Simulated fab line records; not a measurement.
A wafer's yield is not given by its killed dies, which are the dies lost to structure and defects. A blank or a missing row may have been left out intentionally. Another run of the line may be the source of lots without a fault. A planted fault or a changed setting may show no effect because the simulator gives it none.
Which of the tools did it? / flow gf180mcu / 24 lots, 72 wafers sampled, at 5 steps of a route of 602

## WHAT THE GAUGES READ, wafer by wafer
GF_CONTACT_BOW_MEAS_05.
lot=L074; measured=day 15 03:12; on=film metro-04; CONTACT_BOW (um)=67 55 67
lot=L075; measured=day 15 19:21; on=film metro-03; CONTACT_BOW (um)=63 70 50
lot=L076; measured=day 16 11:33; on=film metro-01; CONTACT_BOW (um)=59 66 55
lot=L077; measured=day 16 12:46; on=film metro-03; CONTACT_BOW (um)=58 73 55
lot=L078; measured=day 17 04:02; on=film metro-04; CONTACT_BOW (um)=71 67 65
lot=L079; measured=day 17 05:40; on=film metro-01; CONTACT_BOW (um)=65 49 67
lot=L080; measured=day 17 17:41; on=film metro-03; CONTACT_BOW (um)=69 55 58
lot=L081; measured=day 18 04:45; on=film metro-03; CONTACT_BOW (um)=74 59 69
lot=L082; measured=day 18 08:51; on=film metro-03; CONTACT_BOW (um)=78 61 64
lot=L083; measured=day 18 11:16; on=film metro-01; CONTACT_BOW (um)=60 72 61
lot=L084; measured=day 18 21:18; on=film metro-03; CONTACT_BOW (um)=72 56 66
lot=L085; measured=day 19 06:20; on=film metro-04; CONTACT_BOW (um)=74 71 70
lot=L086; measured=day 19 13:27; on=film metro-01; CONTACT_BOW (um)=61 61 67
lot=L087; measured=day 19 22:45; on=film metro-01; CONTACT_BOW (um)=76 62 67
lot=L088; measured=day 20 09:44; on=film metro-01; CONTACT_BOW (um)=60 58 64
lot=L089; measured=day 20 13:01; on=film metro-01; CONTACT_BOW (um)=70 59 56
lot=L090; measured=day 21 01:23; on=film metro-01; CONTACT_BOW (um)=62 68 66
lot=L091; measured=day 21 08:18; on=film metro-04; CONTACT_BOW (um)=64 56 62
lot=L092; measured=day 21 12:05; on=film metro-03; CONTACT_BOW (um)=62 63 66
lot=L093; measured=day 21 17:44; on=film metro-04; CONTACT_BOW (um)=67 59 59
lot=L094; measured=day 22 00:16; on=film metro-01; CONTACT_BOW (um)=60 80 59
lot=L095; measured=day 22 13:26; on=film metro-04; CONTACT_BOW (um)=64 68 66
lot=L096; measured=day 22 20:24; on=film metro-03; CONTACT_BOW (um)=53 61 49
lot=L097; measured=day 23 08:37; on=film metro-03; CONTACT_BOW (um)=68 66 78

GF_CONTACT_THK_MEAS_26: measures by xrf.
lot=L074; measured=day 16 02:07; on=film metro-01; CONTACT_W_THK (nm)=313 311 317
lot=L075; measured=day 16 19:01; on=film metro-01; CONTACT_W_THK (nm)=307 311 311
lot=L076; measured=day 17 11:13; on=film metro-03; CONTACT_W_THK (nm)=306 304 303
lot=L077; measured=day 17 12:18; on=film metro-01; CONTACT_W_THK (nm)=303 305 298
lot=L078; measured=day 18 04:27; on=film metro-01; CONTACT_W_THK (nm)=312 307 308
lot=L079; measured=day 18 06:07; on=film metro-04; CONTACT_W_THK (nm)=303 302 298
lot=L080; measured=day 18 18:27; on=film metro-01; CONTACT_W_THK (nm)=304 306 303
lot=L081; measured=day 19 06:05; on=film metro-04; CONTACT_W_THK (nm)=300 295 299
lot=L082; measured=day 19 09:14; on=film metro-04; CONTACT_W_THK (nm)=301 301 303
lot=L083; measured=day 19 12:46; on=film metro-04; CONTACT_W_THK (nm)=299 301 298
lot=L084; measured=day 19 22:34; on=film metro-04; CONTACT_W_THK (nm)=300 295 296
lot=L085; measured=day 20 07:41; on=film metro-03; CONTACT_W_THK (nm)=310 312 308
lot=L086; measured=day 20 14:31; on=film metro-03; CONTACT_W_THK (nm)=309 310 305
lot=L087; measured=day 20 23:21; on=film metro-03; CONTACT_W_THK (nm)=305 303 311
lot=L088; measured=day 21 10:31; on=film metro-04; CONTACT_W_THK (nm)=296 298 296
lot=L089; measured=day 21 14:04; on=film metro-01; CONTACT_W_THK (nm)=302 305 306
lot=L090; measured=day 22 01:31; on=film metro-01; CONTACT_W_THK (nm)=300 311 301
lot=L091; measured=day 22 09:07; on=film metro-03; CONTACT_W_THK (nm)=317 316 310
lot=L092; measured=day 22 12:07; on=film metro-01; CONTACT_W_THK (nm)=312 310 303
lot=L093; measured=day 22 17:59; on=film metro-01; CONTACT_W_THK (nm)=307 309 308
lot=L094; measured=day 22 23:47; on=film metro-01; CONTACT_W_THK (nm)=313 310 311
lot=L095; measured=day 23 13:07; on=film metro-04; CONTACT_W_THK (nm)=298 305 301
lot=L096; measured=day 23 20:04; on=film metro-04; CONTACT_W_THK (nm)=298 295 296
lot=L097; measured=day 24 08:41; on=film metro-03; CONTACT_W_THK (nm)=304 306 304

GF_M2_OVL_MEAS_15.
lot=L074; measured=day 19 04:47; on=overlay-01; M2_OVL (nm)=6 4 4
lot=L075; measured=day 19 21:41; on=overlay-02; M2_OVL (nm)=-1 1 7
lot=L076; measured=day 20 14:28; on=overlay-02; M2_OVL (nm)=3 5 2
lot=L077; measured=day 20 14:43; on=overlay-02; M2_OVL (nm)=-8 -9 -11
lot=L078; measured=day 21 09:46; on=overlay-01; M2_OVL (nm)=-3 0 -1
lot=L079; measured=day 21 11:22; on=overlay-01; M2_OVL (nm)=13 8 9
lot=L080; measured=day 21 21:15; on=overlay-01; M2_OVL (nm)=-4 -6 -5
lot=L081; measured=day 22 09:53; on=overlay-01; M2_OVL (nm)=1 -1 5
lot=L082; measured=day 22 12:13; on=overlay-01; M2_OVL (nm)=8 0 9
lot=L083; measured=day 22 15:57; on=overlay-01; M2_OVL (nm)=-4 -1 -3
lot=L084; measured=day 22 23:45; on=overlay-02; M2_OVL (nm)=-8 -7 -6
lot=L085; measured=day 23 09:41; on=overlay-01; M2_OVL (nm)=2 -2 1
lot=L086; measured=day 23 16:03; on=overlay-02; M2_OVL (nm)=-8 -5 -6
lot=L087; measured=day 23 23:10; on=overlay-02; M2_OVL (nm)=-4 -8 -1
lot=L088; measured=day 24 10:38; on=overlay-02; M2_OVL (nm)=-7 -2 -4
lot=L089; measured=day 24 14:39; on=overlay-01; M2_OVL (nm)=-3 -2 0
lot=L090; measured=day 24 23:44; on=overlay-02; M2_OVL (nm)=-7 -11 -1
lot=L091; measured=day 25 08:29; on=overlay-01; M2_OVL (nm)=-1 5 -2
lot=L092; measured=day 25 10:26; on=overlay-02; M2_OVL (nm)=2 4 -9
lot=L093; measured=day 25 17:29; on=overlay-01; M2_OVL (nm)=4 6 4
lot=L094; measured=day 25 20:05; on=overlay-02; M2_OVL (nm)=5 9 3
lot=L095; measured=day 26 10:32; on=overlay-02; M2_OVL (nm)=0 -3 9
lot=L096; measured=day 26 17:11; on=overlay-02; M2_OVL (nm)=1 -5 -3
lot=L097; measured=day 27 02:42; on=overlay-02; M2_OVL (nm)=-5 7 -3

## TOOL THAT RAN EACH LOT (tool first, then ch and the chambers of the sampled wafers, then the start)
lot=L074; GF_CONTACT_SPUTTER_22=pvd sputter-04, day 16 01:47; GF_V1_CMP_04=cmp-01 ch 0,1,3, day 17 02:11
lot=L075; GF_CONTACT_SPUTTER_22=pvd sputter-04, day 16 18:41; GF_V1_CMP_04=cmp-02 ch 0,1, day 17 19:47
lot=L076; GF_CONTACT_SPUTTER_22=pvd sputter-04, day 17 10:54; GF_V1_CMP_04=cmp-02 ch 0,1, day 18 12:14
lot=L077; GF_CONTACT_SPUTTER_22=pvd sputter-02, day 17 11:59; GF_V1_CMP_04=cmp-02 ch 0,2,3, day 18 13:01
lot=L078; GF_CONTACT_SPUTTER_22=pvd sputter-04, day 18 04:08; GF_V1_CMP_04=cmp-02 ch 0,2,3, day 19 06:51
lot=L079; GF_CONTACT_SPUTTER_22=pvd sputter-01, day 18 05:47; GF_V1_CMP_04=cmp-02 ch 1,2,3, day 19 08:23
lot=L080; GF_CONTACT_SPUTTER_22=pvd sputter-02, day 18 18:08; GF_V1_CMP_04=cmp-02 ch 0,1,3, day 19 20:29
lot=L081; GF_CONTACT_SPUTTER_22=pvd sputter-04, day 19 05:42; GF_V1_CMP_04=cmp-02 ch 0,1,3, day 20 08:59
lot=L082; GF_CONTACT_SPUTTER_22=pvd sputter-04, day 19 08:53; GF_V1_CMP_04=cmp-02 ch 1,2, day 20 11:13
lot=L083; GF_CONTACT_SPUTTER_22=pvd sputter-04, day 19 12:27; GF_V1_CMP_04=cmp-02 ch 0,3, day 20 14:36
lot=L084; GF_CONTACT_SPUTTER_22=pvd sputter-04, day 19 22:14; GF_V1_CMP_04=cmp-01 ch 1,2,3, day 20 23:57
lot=L085; GF_CONTACT_SPUTTER_22=pvd sputter-04, day 20 07:21; GF_V1_CMP_04=cmp-01 ch 0,1,2, day 21 09:29
lot=L086; GF_CONTACT_SPUTTER_22=pvd sputter-02, day 20 14:11; GF_V1_CMP_04=cmp-01 ch 1,2,3, day 21 15:58
lot=L087; GF_CONTACT_SPUTTER_22=pvd sputter-04, day 20 23:01; GF_V1_CMP_04=cmp-02 ch 0,1,3, day 22 00:11
lot=L088; GF_CONTACT_SPUTTER_22=pvd sputter-04, day 21 10:11; GF_V1_CMP_04=cmp-01 ch 0,1, day 22 11:52
lot=L089; GF_CONTACT_SPUTTER_22=pvd sputter-02, day 21 13:44; GF_V1_CMP_04=cmp-01 ch 0,2,3, day 22 15:27
lot=L090; GF_CONTACT_SPUTTER_22=pvd sputter-04, day 22 01:11; GF_V1_CMP_04=cmp-01 ch 0,1, day 23 01:39
lot=L091; GF_CONTACT_SPUTTER_22=pvd sputter-04, day 22 08:47; GF_V1_CMP_04=cmp-01 ch 0,2,3, day 23 10:19
lot=L092; GF_CONTACT_SPUTTER_22=pvd sputter-01, day 22 11:47; GF_V1_CMP_04=cmp-02 ch 0,1, day 23 12:50
lot=L093; GF_CONTACT_SPUTTER_22=pvd sputter-04, day 22 17:40; GF_V1_CMP_04=cmp-01 ch 0,1,3, day 23 19:06
lot=L094; GF_CONTACT_SPUTTER_22=pvd sputter-02, day 22 23:27; GF_V1_CMP_04=cmp-01 ch 0,2,3, day 23 23:38
lot=L095; GF_CONTACT_SPUTTER_22=pvd sputter-04, day 23 12:47; GF_V1_CMP_04=cmp-01 ch 0,2,3, day 24 13:12
lot=L096; GF_CONTACT_SPUTTER_22=pvd sputter-04, day 23 19:44; GF_V1_CMP_04=cmp-02 ch 0,1, day 24 20:14
lot=L097; GF_CONTACT_SPUTTER_22=pvd sputter-04, day 24 08:22; GF_V1_CMP_04=cmp-02 ch 0,2,3, day 25 07:31
- GF_CONTACT_SPUTTER_22: material Ti, target thk 15 nm, time 80.02 s.
- GF_V1_CMP_04: polishes SiO2.

## WHAT THE TOOLS THEMSELVES READ (means of the sampled wafers that have a number; where no wafer has one, the mark that the record gives instead)
GF_CONTACT_SPUTTER_22.
lot=L074; tool=pvd sputter-04; throttle valve pct (%)=30.0
lot=L075; tool=pvd sputter-04; throttle valve pct (%)=30.2
lot=L076; tool=pvd sputter-04; throttle valve pct (%)=30.2
lot=L077; tool=pvd sputter-02; throttle valve pct (%)=30.3
lot=L078; tool=pvd sputter-04; throttle valve pct (%)=30.2
lot=L079; tool=pvd sputter-01; throttle valve pct (%)=30.1
lot=L080; tool=pvd sputter-02; throttle valve pct (%)=30.5
lot=L081; tool=pvd sputter-04; throttle valve pct (%)=30.5
lot=L082; tool=pvd sputter-04; throttle valve pct (%)=30.0
lot=L083; tool=pvd sputter-04; throttle valve pct (%)=30.8
lot=L084; tool=pvd sputter-04; throttle valve pct (%)=30.5
lot=L085; tool=pvd sputter-04; throttle valve pct (%)=30.5
lot=L086; tool=pvd sputter-02; throttle valve pct (%)=30.6
lot=L087; tool=pvd sputter-04; throttle valve pct (%)=30.4
lot=L088; tool=pvd sputter-04; throttle valve pct (%)=30.2
lot=L089; tool=pvd sputter-02; throttle valve pct (%)=31.0
lot=L090; tool=pvd sputter-04; throttle valve pct (%)=29.9
lot=L091; tool=pvd sputter-04; throttle valve pct (%)=30.7
lot=L092; tool=pvd sputter-01; throttle valve pct (%)=29.5
lot=L093; tool=pvd sputter-04; throttle valve pct (%)=30.6
lot=L094; tool=pvd sputter-02; throttle valve pct (%)=30.5
lot=L095; tool=pvd sputter-04; throttle valve pct (%)=30.9
lot=L096; tool=pvd sputter-04; throttle valve pct (%)=30.5
lot=L097; tool=pvd sputter-04; throttle valve pct (%)=30.4

GF_V1_CMP_04.
lot=L074; tool=cmp-01; motor current A (A)=12.4; time to endpoint s (s)=88
lot=L075; tool=cmp-02; motor current A (A)=12.4; time to endpoint s (s)=89
lot=L076; tool=cmp-02; motor current A (A)=11.7; time to endpoint s (s)=80
lot=L077; tool=cmp-02; motor current A (A)=13.2; time to endpoint s (s)=82
lot=L078; tool=cmp-02; motor current A (A)=12.9; time to endpoint s (s)=78
lot=L079; tool=cmp-02; motor current A (A)=13.5; time to endpoint s (s)=86
lot=L080; tool=cmp-02; motor current A (A)=13.1; time to endpoint s (s)=88
lot=L081; tool=cmp-02; motor current A (A)=13.0; time to endpoint s (s)=83
lot=L082; tool=cmp-02; motor current A (A)=13.3; time to endpoint s (s)=89
lot=L083; tool=cmp-02; motor current A (A)=12.6; time to endpoint s (s)=83
lot=L084; tool=cmp-01; motor current A (A)=11.9; time to endpoint s (s)=80
lot=L085; tool=cmp-01; motor current A (A)=12.1; time to endpoint s (s)=86
lot=L086; tool=cmp-01; motor current A (A)=11.7; time to endpoint s (s)=83
lot=L087; tool=cmp-02; motor current A (A)=12.8; time to endpoint s (s)=82
lot=L088; tool=cmp-01; motor current A (A)=12.6; time to endpoint s (s)=88
lot=L089; tool=cmp-01; motor current A (A)=11.3; time to endpoint s (s)=74
lot=L090; tool=cmp-01; motor current A (A)=12.4; time to endpoint s (s)=82
lot=L091; tool=cmp-01; motor current A (A)=11.6; time to endpoint s (s)=78
lot=L092; tool=cmp-02; motor current A (A)=12.7; time to endpoint s (s)=89
lot=L093; tool=cmp-01; motor current A (A)=12.5; time to endpoint s (s)=83
lot=L094; tool=cmp-01; motor current A (A)=11.6; time to endpoint s (s)=87
lot=L095; tool=cmp-01; motor current A (A)=11.9; time to endpoint s (s)=81
lot=L096; tool=cmp-02; motor current A (A)=12.5; time to endpoint s (s)=80
lot=L097; tool=cmp-02; motor current A (A)=12.6; time to endpoint s (s)=85

## THE ANSWER, worked out from the rows above alone
Rule: the lots themselves supply what counts as usual. The widest of any qualifying gaps counts: lots, ordered by their means at a reading, are off when they make up no more than a third of the lots, leave a main group of 4 or more, and stand apart from it by 3 or more times the standard deviation of that group's means. Not used: any main group whose means are identical at the precision the tables above print for the reading. Also off: a lot with no number at a reading for which 4 or more lots have one. Any other lot the step has rows for is counted as sound. The gauges are gone through in route order, then the tools' own readings, and for those a lot's mean is taken as printed above. The first step at which some lot is off is used, and at that step the reading that is off furthest; a lot without a number counts as furthest.
No lot is off on any of the readings shown, so nothing can be concluded from this.

## WHAT THE SIMULATOR PUT IN
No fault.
